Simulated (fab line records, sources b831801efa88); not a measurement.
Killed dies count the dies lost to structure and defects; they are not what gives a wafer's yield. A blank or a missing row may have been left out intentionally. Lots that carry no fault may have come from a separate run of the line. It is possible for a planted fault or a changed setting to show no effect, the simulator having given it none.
Chamber matching -- flow gf180mcu -- 4 sister chambers for GF_V3_ETCH_16 on rie diel-03
The step etches BARC in N2/H2. 7 wafers are shown with their chamber, then 7 later ones without.

== EACH WAFER AND ITS CHAMBER ==
wafer,chamber,drypump motor current A (A),throttle valve pct (%)
L080.3,3,5.2,13.225
L080.6,2,5.3,13.223
L082.4,2,5.4,13.234
L082.5,0,5.7,13.232
L085.1,0,5.7,13.229
L086.3,1,5.4,13.219
L086.5,1,5.5,13.228

== WAFERS MISSING THEIR CHAMBER ==
wafer,drypump motor current A (A),throttle valve pct (%)
L086.6,5.4,13.223
L092.1,5.8,13.214
L092.2,5.3,13.228
L092.3,5.4,13.214
L094.1,5.8,13.227
L094.4,5.1,13.237
L094.5,5.1,13.224

== WHICH CHAMBER EACH ONE RAN IN ==
wafer,from the rows above,in truth
L086.6,can't be placed: 1 or 2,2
L092.1,0,0
L092.2,can't be placed: 2 or 3 or 1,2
L092.3,can't be placed: 1 or 2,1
L094.1,0,0
L094.4,can't be placed: 3 or 2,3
L094.5,3,3
3 of 7 placed correctly. These rows do not allow placing 4 (true chamber among the candidates in 4). Wrongly placed: 0.
How it was worked out, from the rows above alone: a wafer's distance from a chamber is the root of the sum, over the readings, of the square of ((its reading less the chamber's mean) divided by the reading's scatter). If the next closest chamber is less than 2 further off than the closest, the wafer can't be placed; otherwise it belongs to the closest. A chamber's mean is the mean of its shown wafers. The scatter is the square root of a quotient: the sum, over the shown wafers, of each reading's squared deviation from its chamber's mean, divided by wafers minus chambers.
